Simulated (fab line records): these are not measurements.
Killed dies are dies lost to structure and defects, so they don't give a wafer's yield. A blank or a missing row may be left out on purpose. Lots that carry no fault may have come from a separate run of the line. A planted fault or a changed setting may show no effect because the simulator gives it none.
fab line records | flow gf180mcu
[record] lots = 15 | wafers = 45 | last-day = 34
route steps=602 shown V4@501 MIM@507
lots with no fault: from the same line, run without faults
start-h: start of the lot's first displayed wafer, in hours after the record's first day | wait-h: hours from the lot's prior step to this one | " repeats the value in the row above | L1.1+2: a row that stands for several wafers | - either no value or no given start | * or withheld: withheld | < > ~ a bound
route shown NAME@n: a module of which the file shows steps, and the number in the route of the first | usual: the fault-free wafers' mean and standard deviation | same: alike in all rows | chamber/n: place in a boat | sites: each site's reading | _std_site: standard deviation across them | _edge_site: outer sites' mean less inner sites' | radius-mm: how far each site lies from the wafer's centre | mask NAME#n: copy n | behind: tool/chamber where the wafer was last shaped | hold: why the lot went on hold/how many hours it stayed there/how the hold came to an end | device: whichever transistor did not switch (one of n, p or np) | end of line: the tests these same wafers got at the end of their route | a step with no rows: only its recipe | killed: at the first sort, the dies lost to defects and structure; wafer yield is something else | map: per-die view of a wafer (x killed, . not killed, _ where there is no die)
set.NAME: setting as actually run; set.NAME@STEP: the setting as run at that earlier step | model.NAME: the simulator's own value behind a step, which no gauge read
one table for each step of the route and one row for each wafer, over a sample of lots
services: a tool's chamber out of use, with start hour (start-h, from the record's first day; less than 0 if before it), hours out, and reason
[[steps]]
[step GF_V4_THK_MEAS_25]
[recipe] thk-meas-gauge = xrf | reads = W_of_V4_CVD_23
[usual] V4_W_THK = 360/5.8
lot.wafer | tool          | chamber | start-h | wait-h | V4_W_THK[nm]
L562.1    | film-metro-04 | -       | 561.62  | 0.1    | 348
L562.3    | "             | -       | "       | "      | 349
L562.5    | "             | -       | "       | "      | 356
L563.2    | film-metro-04 | -       | 570.67  | 0.1    | 365
L563.4    | "             | -       | "       | "      | 363
L563.6    | "             | -       | "       | "      | 365
L565.3    | film-metro-03 | -       | 587.99  | 0.1    | 370
L565.4    | "             | -       | "       | "      | 363
L565.6    | "             | -       | "       | "      | 369
L568.2    | film-metro-03 | -       | 612.95  | 0.1    | 352
L568.3    | "             | -       | "       | "      | 361
L568.6    | "             | -       | "       | "      | 362
L569.1    | film-metro-01 | -       | 623.15  | 0.1    | 365
L569.2    | "             | -       | "       | "      | 356
L569.6    | "             | -       | "       | "      | 359
L570.1    | film-metro-01 | -       | 631.00  | 0.1    | 356
L570.2    | "             | -       | "       | "      | 368
L570.5    | "             | -       | "       | "      | 363
L571.1    | film-metro-01 | -       | 640.91  | 0.1    | 362
L571.2    | "             | -       | "       | "      | 350
L571.4    | "             | -       | "       | "      | 355
L572.1    | film-metro-04 | -       | 641.50  | 0.1    | 357
L572.2    | "             | -       | "       | "      | 366
L572.5    | "             | -       | "       | "      | 367
L573.1    | film-metro-04 | -       | 657.35  | 0.1    | 356
L573.4    | "             | -       | "       | "      | 369
L573.5    | "             | -       | "       | "      | 354
L575.2    | film-metro-01 | -       | 669.78  | 0.1    | 347
L575.4    | "             | -       | "       | "      | 350
L575.5    | "             | -       | "       | "      | 361
L577.1    | film-metro-03 | -       | 682.45  | 0.1    | 369
L577.2    | "             | -       | "       | "      | 348
L577.3    | "             | -       | "       | "      | 361
L578.1    | film-metro-01 | -       | 687.89  | 0.1    | 362
L578.3    | "             | -       | "       | "      | 362
L578.5    | "             | -       | "       | "      | 365
L581.1    | film-metro-01 | -       | 706.48  | 0.1    | 367
L581.4    | "             | -       | "       | "      | 363
L581.6    | "             | -       | "       | "      | 364
L583.1    | film-metro-04 | -       | 718.37  | 0.1    | 368
L583.2    | "             | -       | "       | "      | 359
L583.5    | "             | -       | "       | "      | 367
L584.2    | film-metro-04 | -       | 724.79  | 0.1    | 357
L584.5    | "             | -       | "       | "      | 365
L584.6    | "             | -       | "       | "      | 362
[step GF_MIM_SPUTTER_04]
[recipe] material = TiN | target-thk-nm = 50 | power-w = 6500 | time-s = 41.7 | chamber-pressure-pa = 0.4
[usual] chamber-pressure-pa = 0.4000/0.00089 | throttle-valve-pct = 30.2/0.77
lot.wafer | tool           | chamber | start-h | wait-h | chamber-pressure-pa | throttle-valve-pct
L562.1    | pvd-sputter-03 | -       | 562.17  | 0.0    | 0.4004              | 29.7
L562.3    | "              | -       | "       | "      | 0.4002              | 29.8
L562.5    | "              | -       | "       | "      | 0.3998              | 30.0
L563.2    | pvd-sputter-01 | -       | 571.21  | 0.0    | 0.3992              | 31.3
L563.4    | "              | -       | "       | "      | 0.3999              | 30.6
L563.6    | "              | -       | "       | "      | 0.4013              | 29.6
L565.3    | pvd-sputter-03 | -       | 588.51  | 0.0    | 0.3992              | 30.3
L565.4    | "              | -       | "       | "      | 0.4009              | 28.8
L565.6    | "              | -       | "       | "      | 0.4003              | 29.7
L568.2    | pvd-sputter-01 | -       | 613.48  | 0.0    | 0.4002              | 29.6
L568.3    | "              | -       | "       | "      | 0.3988              | 30.6
L568.6    | "              | -       | "       | "      | 0.3996              | 31.4
L569.1    | pvd-sputter-01 | -       | 623.69  | 0.0    | 0.4010              | 30.6
L569.2    | "              | -       | "       | "      | 0.4012              | 29.3
L569.6    | "              | -       | "       | "      | 0.4012              | 29.7
L570.1    | pvd-sputter-01 | -       | 631.54  | 0.0    | 0.3991              | 31.7
L570.2    | "              | -       | "       | "      | 0.3998              | 29.5
L570.5    | "              | -       | "       | "      | 0.4000              | 29.6
L571.1    | pvd-sputter-03 | -       | 641.56  | 0.0    | 0.4005              | 30.2
L571.2    | "              | -       | "       | "      | 0.3994              | 28.9
L571.4    | "              | -       | "       | "      | 0.3995              | 29.9
L572.1    | pvd-sputter-01 | -       | 642.04  | 0.0    | 0.4012              | 29.5
L572.2    | "              | -       | "       | "      | 0.3992              | 31.4
L572.5    | "              | -       | "       | "      | 0.4007              | 31.7
L573.1    | pvd-sputter-01 | -       | 657.90  | 0.0    | 0.3994              | 29.7
L573.4    | "              | -       | "       | "      | 0.3997              | 29.4
L573.5    | "              | -       | "       | "      | 0.3993              | 31.4
L575.2    | pvd-sputter-01 | -       | 670.31  | 0.0    | 0.4007              | 31.6
L575.4    | "              | -       | "       | "      | 0.4011              | 29.8
L575.5    | "              | -       | "       | "      | 0.3995              | 29.5
L577.1    | pvd-sputter-01 | -       | 683.13  | 0.0    | 0.3999              | 29.5
L577.2    | "              | -       | "       | "      | 0.4003              | 30.6
L577.3    | "              | -       | "       | "      | 0.3985              | 31.8
L578.1    | pvd-sputter-04 | -       | 688.43  | 0.0    | 0.3994              | 30.3
L578.3    | "              | -       | "       | "      | 0.3997              | 30.8
L578.5    | "              | -       | "       | "      | 0.4002              | 30.2
L581.1    | pvd-sputter-01 | -       | 707.02  | 0.0    | 0.4005              | 31.4
L581.4    | "              | -       | "       | "      | 0.4009              | 29.4
L581.6    | "              | -       | "       | "      | 0.4003              | 30.5
L583.1    | pvd-sputter-01 | -       | 718.92  | 0.0    | 0.3997              | 31.7
L583.2    | "              | -       | "       | "      | 0.4001              | 30.8
L583.5    | "              | -       | "       | "      | 0.4002              | 30.5
L584.2    | pvd-sputter-03 | -       | 725.32  | 0.0    | 0.3987              | 30.2
L584.5    | "              | -       | "       | "      | 0.4002              | 31.3
L584.6    | "              | -       | "       | "      | 0.4005              | 29.6
[step GF_MIM_THK_MEAS_06]
[recipe] reads = Si3N4_of_MIM_CVD_05
[usual] MIM_CVD_05_THK = 42.3/0.58
lot.wafer | tool          | chamber | start-h | wait-h | MIM_CVD_05_THK[nm]
L562.1    | film-metro-03 | -       | 562.24  | 0.0    | 42.5
L562.3    | "             | -       | "       | "      | 42.4
L562.5    | "             | -       | "       | "      | 42.8
L563.2    | film-metro-02 | -       | 571.29  | 0.0    | 42.0
L563.4    | "             | -       | "       | "      | 41.9
L563.6    | "             | -       | "       | "      | 42.0
L565.3    | film-metro-01 | -       | 588.60  | 0.0    | 41.8
L565.4    | "             | -       | "       | "      | 42.9
L565.6    | "             | -       | "       | "      | 42.2
L568.2    | film-metro-01 | -       | 613.57  | 0.0    | 41.7
L568.3    | "             | -       | "       | "      | 41.5
L568.6    | "             | -       | "       | "      | 42.2
L569.1    | film-metro-03 | -       | 623.77  | 0.0    | 42.3
L569.2    | "             | -       | "       | "      | 43.2
L569.6    | "             | -       | "       | "      | 42.3
L570.1    | film-metro-02 | -       | 631.62  | 0.0    | 42.6
L570.2    | "             | -       | "       | "      | 41.9
L570.5    | "             | -       | "       | "      | 43.2
L571.1    | film-metro-01 | -       | 641.63  | 0.0    | 42.1
L571.2    | "             | -       | "       | "      | 42.1
L571.4    | "             | -       | "       | "      | 42.6
L572.1    | film-metro-01 | -       | 642.11  | 0.0    | 42.5
L572.2    | "             | -       | "       | "      | 42.2
L572.5    | "             | -       | "       | "      | 43.2
L573.1    | film-metro-02 | -       | 657.97  | 0.0    | 42.2
L573.4    | "             | -       | "       | "      | 42.4
L573.5    | "             | -       | "       | "      | 43.1
L575.2    | film-metro-02 | -       | 670.40  | 0.0    | 41.3
L575.4    | "             | -       | "       | "      | 41.7
L575.5    | "             | -       | "       | "      | 42.4
L577.1    | film-metro-02 | -       | 683.21  | 0.0    | 41.9
L577.2    | "             | -       | "       | "      | 40.9
L577.3    | "             | -       | "       | "      | 41.7
L578.1    | film-metro-02 | -       | 688.50  | 0.0    | 42.2
L578.3    | "             | -       | "       | "      | 42.8
L578.5    | "             | -       | "       | "      | 43.4
L581.1    | film-metro-02 | -       | 707.10  | 0.0    | 42.1
L581.4    | "             | -       | "       | "      | 42.8
L581.6    | "             | -       | "       | "      | 42.6
L583.1    | film-metro-03 | -       | 718.99  | 0.0    | 42.0
L583.2    | "             | -       | "       | "      | 42.0
L583.5    | "             | -       | "       | "      | 43.3
L584.2    | film-metro-02 | -       | 725.41  | 0.0    | 41.0
L584.5    | "             | -       | "       | "      | 43.0
L584.6    | "             | -       | "       | "      | 42.4
[step GF_MIM_METAL_ETCH_19]
[recipe] chemistry = Cl2/BCl3 | mask-material = NOVOLAK | stop-on = Si3N4 | target-depth-nm = 324.5 | pressure-mtorr = 8 | icp-w = 800 | bias-w = 140 | Cl2_flow_sccm = 80 | bcl3-flow-sccm = 40 | time-s = 54.1
[usual] bias-w = 140.0/0.43 | drypump-motor-current-A = 6.0/0.48 | oes-product-au = 0.940/0.0058 | throttle-valve-pct = 28.285/0.0093
lot.wafer | tool         | chamber | start-h | wait-h | bias-w | drypump-motor-current-A | oes-product-au | rf-hours-counter-h | throttle-valve-pct
L562.1    | rie-metal-03 | 0       | 583.96  | 0.1    | 140.2  | 6.6                     | 0.929          | 10                 | 28.282
L562.3    | "            | 0       | "       | "      | 139.9  | 6.7                     | 0.948          | -                  | 28.285
L562.5    | "            | 1       | "       | "      | 139.3  | 5.3                     | 0.941          | -                  | 28.283
L563.2    | rie-metal-04 | 1       | 592.66  | 0.1    | 140.2  | 6.2                     | 0.940          | 6                  | 28.296
L563.4    | "            | 0       | "       | "      | 139.9  | 5.8                     | 0.938          | -                  | 28.280
L563.6    | "            | 1       | "       | "      | 139.8  | 6.2                     | 0.943          | -                  | 28.294
L565.3    | rie-metal-03 | 1       | 610.13  | 0.1    | 139.9  | 5.3                     | 0.934          | -                  | 28.288
L565.4    | "            | 1       | "       | "      | 140.4  | 5.3                     | 0.930          | -                  | 28.275
L565.6    | "            | 1       | "       | "      | 140.2  | 5.3                     | 0.934          | -                  | 28.286
L568.2    | rie-metal-01 | 0       | 634.43  | 0.1    | 139.6  | 5.7                     | 0.940          | 6                  | 28.303
L568.3    | "            | 0       | "       | "      | 139.8  | 5.7                     | 0.940          | -                  | 28.279
L568.6    | "            | 1       | "       | "      | 140.2  | 6.0                     | 0.949          | -                  | 28.275
L569.1    | rie-metal-03 | 0       | 644.90  | 0.1    | 140.4  | 6.6                     | 0.948          | 1                  | 28.285
L569.2    | "            | 1       | "       | "      | 140.0  | 5.3                     | 0.936          | 12                 | 28.299
L569.6    | "            | 1       | "       | "      | 140.4  | 5.3                     | 0.932          | -                  | 28.283
L570.1    | rie-metal-04 | 1       | 650.63  | 0.1    | 139.2  | 6.2                     | 0.948          | 8                  | 28.281
L570.2    | "            | 0       | "       | "      | 140.2  | 5.8                     | 0.942          | 0                  | 28.279
L570.5    | "            | 0       | "       | "      | 140.5  | 5.8                     | 0.943          | -                  | 28.281
L571.1    | rie-metal-01 | 1       | 660.86  | 0.1    | 140.0  | 6.1                     | 0.948          | 1                  | 28.276
L571.2    | "            | 0       | "       | "      | 139.3  | 5.7                     | 0.943          | 7                  | 28.288
L571.4    | "            | 1       | "       | "      | 140.1  | 6.1                     | 0.951          | -                  | 28.266
L572.1    | rie-metal-03 | 0       | 661.16  | 0.1    | 140.1  | 6.6                     | 0.946          | 1                  | 28.277
L572.2    | "            | 0       | "       | "      | 140.3  | 6.6                     | 0.934          | -                  | 28.279
L572.5    | "            | 0       | "       | "      | 139.7  | 6.7                     | 0.941          | -                  | 28.294
L573.1    | rie-metal-03 | 0       | 676.41  | 0.1    | 139.6  | 6.6                     | 0.945          | 2                  | 28.272
L573.4    | "            | 0       | "       | "      | 140.6  | 6.6                     | 0.936          | -                  | 28.281
L573.5    | "            | 0       | "       | "      | 140.8  | 6.6                     | 0.947          | -                  | 28.295
L575.2    | rie-metal-04 | 1       | 689.28  | 0.1    | 140.1  | 6.2                     | 0.936          | 9                  | 28.276
L575.4    | "            | 0       | "       | "      | 139.4  | 5.8                     | 0.944          | -                  | 28.290
L575.5    | "            | 1       | "       | "      | 140.0  | 6.2                     | 0.937          | -                  | 28.276
L577.1    | rie-metal-03 | 0       | 702.20  | 0.1    | 114.6  | 6.6                     | 0.937          | 3                  | 28.292
L577.2    | "            | 1       | "       | "      | 115.4  | 5.3                     | 0.928          | 1                  | 28.294
L577.3    | "            | 0       | "       | "      | 114.5  | 6.6                     | 0.943          | -                  | 28.297
L578.1    | rie-metal-03 | 0       | 706.75  | 0.1    | 115.2  | 6.7                     | 0.931          | 3                  | 28.301
L578.3    | "            | 1       | "       | "      | 114.6  | 5.3                     | 0.932          | -                  | 28.274
L578.5    | "            | 0       | "       | "      | 115.4  | 6.7                     | 0.942          | -                  | 28.292
L581.1    | rie-metal-03 | 1       | 725.13  | 0.1    | 114.4  | 5.3                     | 0.948          | 2                  | 28.296
L581.4    | "            | 0       | "       | "      | 113.7  | 6.6                     | 0.954          | -                  | 28.279
L581.6    | "            | 1       | "       | "      | 114.4  | 5.3                     | 0.935          | -                  | 28.288
L583.1    | rie-metal-04 | 0       | 736.71  | 0.1    | 140.0  | 5.8                     | 0.939          | 4                  | 28.269
L583.2    | "            | 1       | "       | "      | 140.2  | 6.2                     | 0.940          | 11                 | 28.282
L583.5    | "            | 0       | "       | "      | 139.9  | 5.8                     | 0.938          | -                  | 28.272
L584.2    | rie-metal-04 | 1       | 742.05  | 0.1    | 139.7  | 6.2                     | 0.937          | 11                 | 28.296
L584.5    | "            | 0       | "       | "      | 140.2  | 5.8                     | 0.934          | -                  | 28.297
L584.6    | "            | 1       | "       | "      | 140.0  | 6.2                     | 0.935          | -                  | 28.296
[[services]]
tool           | chamber | start-h | hours | kind
rie-metal-01   | 1       | 560.90  | 2.0   | repair
pvd-sputter-01 | -       | 597.87  | 6.6   | repair
rie-metal-03   | 0       | 608.06  | -     | clean
rie-metal-03   | 0       | 608.06  | 18.9  | scheduled-down
rie-metal-03   | 0       | 608.06  | 18.9  | vent-cycle
rie-metal-01   | 1       | 610.88  | -     | clean
rie-metal-01   | 1       | 610.88  | 18.2  | scheduled-down
rie-metal-01   | 1       | 610.88  | 18.2  | vent-cycle
rie-metal-04   | 0       | 616.25  | -     | clean
rie-metal-04   | 0       | 616.25  | 27.1  | scheduled-down
rie-metal-04   | 0       | 616.25  | 27.1  | vent-cycle
rie-metal-03   | 1       | 653.17  | 4.2   | repair
rie-metal-03   | 1       | 657.38  | -     | clean
rie-metal-03   | 1       | 657.38  | 19.4  | scheduled-down
rie-metal-03   | 1       | 657.38  | 19.4  | vent-cycle
rie-metal-04   | -       | 684.68  | 0.3   | repair
[[key]]
[first-sign] step = GF_MIM_METAL_ETCH_19 | reading = bias-w | direction = down | sigmas = 58 | usual = 140.0 | struck = 114.7
effect none on later readings
met-at GF_MIM_METAL_ETCH_19
struck-lots L577,L578,L581
sort-left-out L581.1,L581.4,L581.6
not-acting-at GF_V4_THK_MEAS_25,GF_MIM_SPUTTER_04,GF_MIM_THK_MEAS_06
onset-between 676.41 702.20
[fault] kind = process-parameter-drift | tool = rie-metal-03 | chamber = - | onset-h = 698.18 | steps = GF_MIM_METAL_ETCH_19 | channel = bias-w | offset = -25.346 | shape = step | end-h = 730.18 | acts-in = these-recipes-only | stated = 140
// sort-left-out: the simulated sort isn't trusted on such a fault, so these wafers' sort isn't shown, and their yield isn't known
